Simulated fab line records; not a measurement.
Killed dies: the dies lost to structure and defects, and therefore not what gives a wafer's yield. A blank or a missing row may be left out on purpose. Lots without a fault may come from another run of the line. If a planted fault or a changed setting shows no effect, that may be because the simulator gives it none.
Matching of chambers | flow gf180mcu | pecvd-03 running GF_V2_CVD_02: 3 sister chambers
The step deposits SiO2 from TEOS, target thk 850 nm, time 94.851 s. 3 wafers are shown with their chamber, then 7 later ones without.

## EACH WAFER AND ITS CHAMBER
wafer  | chamber | heater-power-w (W)
L555.4 | 1       | 712
L555.5 | 0       | 598
L560.4 | 2       | 703

## WAFERS WHOSE CHAMBER IS MISSING
wafer  | heater-power-w (W)
L560.5 | 581
L565.4 | 602
L565.5 | 721
L565.6 | 708
L571.4 | 470
L571.5 | 702
L571.6 | 757

## WHICH CHAMBER EACH ONE RAN IN
wafer  | from the rows above          | in truth
L560.5 | 0                            | 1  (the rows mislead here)
L565.4 | can't be placed: 0 or 2      | 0
L565.5 | can't be placed: 1 or 2      | 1
L565.6 | can't be placed: 1 or 2      | 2
L571.4 | 0                            | 0
L571.5 | can't be placed: 2 or 1 or 0 | 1
L571.6 | can't be placed: 1 or 2      | 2
Correct placement for 1 of the 7. From these rows, 5 cannot be placed; in 5 the true chamber is one of the candidates. Wrongly placed: 1.
How it was worked out, from the rows above alone: a wafer's distance from a chamber is the root of the sum, over the readings, of the square of ((its reading less the chamber's mean) divided by the reading's scatter). The wafer belongs to the nearest chamber; if the next one is less than 2 further off, it can't be placed. Each chamber's mean is taken over the wafers shown for it. The scatter (one wafer shown for each chamber): square how far every hidden wafer sits from the nearest shown wafer, average those squares and take the square root.
